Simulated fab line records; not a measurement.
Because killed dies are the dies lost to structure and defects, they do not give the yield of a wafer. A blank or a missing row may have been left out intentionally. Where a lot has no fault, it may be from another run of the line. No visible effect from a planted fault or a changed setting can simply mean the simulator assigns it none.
A single fault, viewed from 2 desks    flow sky130    each desk has only its own numbers; what lay behind them comes last

## THE TOOL OWNER'S DESK: implanter-01
SKY_SD_N_IMPLANT_09, tool's own readings: per-lot mean of the sampled wafers with a number, covering each lot this tool ran. Any lot whose mean is over 4 standard deviations away from the usual mean is out of limits and marked OUT; that distance is given in the brackets.
Columns: A = beamOnS at SKY_SD_N_IMPLANT_09, usual 18.5 s; B = doseIonsCm2 at SKY_SD_N_IMPLANT_09, usual 4e+15; C = endStationPressureTorr at SKY_SD_N_IMPLANT_09, usual 1.3e-05 Torr
lot   first seen here  A               B                        C
L356  day 28 18:29     18.7            4e+15                    1.3e-05
L363  day 31 00:32     30.8 (+27) OUT  7e+15 (+99 or more) OUT  1.1e-05
L365  day 31 18:22     31.0 (+28) OUT  7e+15 (+99 or more) OUT  1.1e-05
L375  day 34 22:38     19.2            4e+15                    1.3e-05
This desk finds L363, L365 out of limits, L363 being first, at day 31 00:32 (beamOnS at SKY_SD_N_IMPLANT_09). L356, L375: within limits.

## FROM THE METROLOGY DESK
What the gauges read, lot by lot, whatever tool the lot ran on: means of the sampled wafers that have a number. Any lot whose mean is over 4 standard deviations away from the usual mean is out of limits and marked OUT; that distance is given in the brackets.
Columns: A = SD_N_RS at SKY_SD_N_RS_MEAS_16, usual 68.58 ohm/sq
lot   first seen here  A
L354  day 27 13:56     68.65
L356  day 28 19:09     68.61
L359  day 29 13:40     68.71
L362  day 30 14:15     68.63
L363  day 31 01:16     64.87 (-29) OUT
L364  day 31 10:14     68.54
L365  day 31 19:03     64.85 (-29) OUT
L368  day 32 16:45     68.66
L369  day 32 19:34     68.68
L371  day 33 13:30     68.35
L373  day 34 03:53     68.40
L375  day 35 03:07     68.64
L376  day 35 11:23     68.72
L377  day 36 01:29     68.50
Finding of this desk: L363, L365 out of limits, first seen on L363 at day 31 01:16 (SD_N_RS at SKY_SD_N_RS_MEAS_16). L354, L356, L359, L362, L364, L368, L369, L371, L373, L375, L376, L377: within limits.

## PUT TOGETHER
The tool owner's desk could have raised an alarm at day 31 00:32, on L363, L365.
On L363, L365, the metrology desk was in a position to raise an alarm at day 31 01:16.
On implanter-01, each named lot ran SKY_SD_N_IMPLANT_09.

## WHAT THE SIMULATOR HAD INSERTED
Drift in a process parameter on implanter-01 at SKY_SD_N_IMPLANT_09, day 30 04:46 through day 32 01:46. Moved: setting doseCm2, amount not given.
Lots struck among those shown: L363, L365.
Time in hours from fault onset to the first out-of-limits reading at each desk: tool owner's desk 20, metrology desk 20.
